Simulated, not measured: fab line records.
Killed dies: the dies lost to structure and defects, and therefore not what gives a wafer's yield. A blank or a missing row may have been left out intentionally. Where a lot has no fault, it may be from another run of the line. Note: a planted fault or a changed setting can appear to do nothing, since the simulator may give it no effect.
Chamber matching ; flow sky130 ; pecvd-04 running SKY_PASSIVATION_CVD_02: 3 sister chambers
The step deposits Si3N4, target thk 540 nm. 6 wafers are shown with their chamber, then 12 later ones without.

== WAFERS PAIRED WITH THEIR CHAMBERS ==
wafer;chamber;heater power w (W)
L083.6;1;948
L088.3;1;902
L088.6;2;639
L090.1;2;591
L090.2;0;935
L090.6;0;969

== WAFERS WHOSE CHAMBER IS MISSING ==
wafer;heater power w (W)
L091.1;612
L091.2;919
L091.3;943
L091.4;944
L091.5;973
L091.6;642
L092.1;823
L092.2;616
L092.3;943
L092.4;770
L092.5;643
L092.6;882

== EACH ONE'S CHAMBER ==
wafer;from the rows above;in truth
L091.1;2;2
L091.2;can't be placed: 1 or 0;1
L091.3;can't be placed: 0 or 1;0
L091.4;can't be placed: 0 or 1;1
L091.5;can't be placed: 0 or 1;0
L091.6;2;2
L092.1;can't be placed: 1 or 0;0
L092.2;2;2
L092.3;can't be placed: 0 or 1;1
L092.4;can't be placed: 1 or 2 or 0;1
L092.5;2;2
L092.6;can't be placed: 1 or 0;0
4 of 12 placed correctly. Cannot be placed on the basis of these rows: 8; the candidates contain the true chamber in 8. Placed wrongly: 0.
How it was worked out, from the rows above alone: a wafer's distance from a chamber is the root of the sum, over the readings, of the square of ((its reading less the chamber's mean) divided by the reading's scatter). If the next closest chamber is less than 2 further off than the closest, the wafer can't be placed; otherwise it belongs to the closest. Each chamber's mean is taken over the wafers shown for it. How the scatter is found: for the shown wafers, subtract from each reading the mean of its chamber, square and add these, divide the total by (wafers less chambers), then take the root.
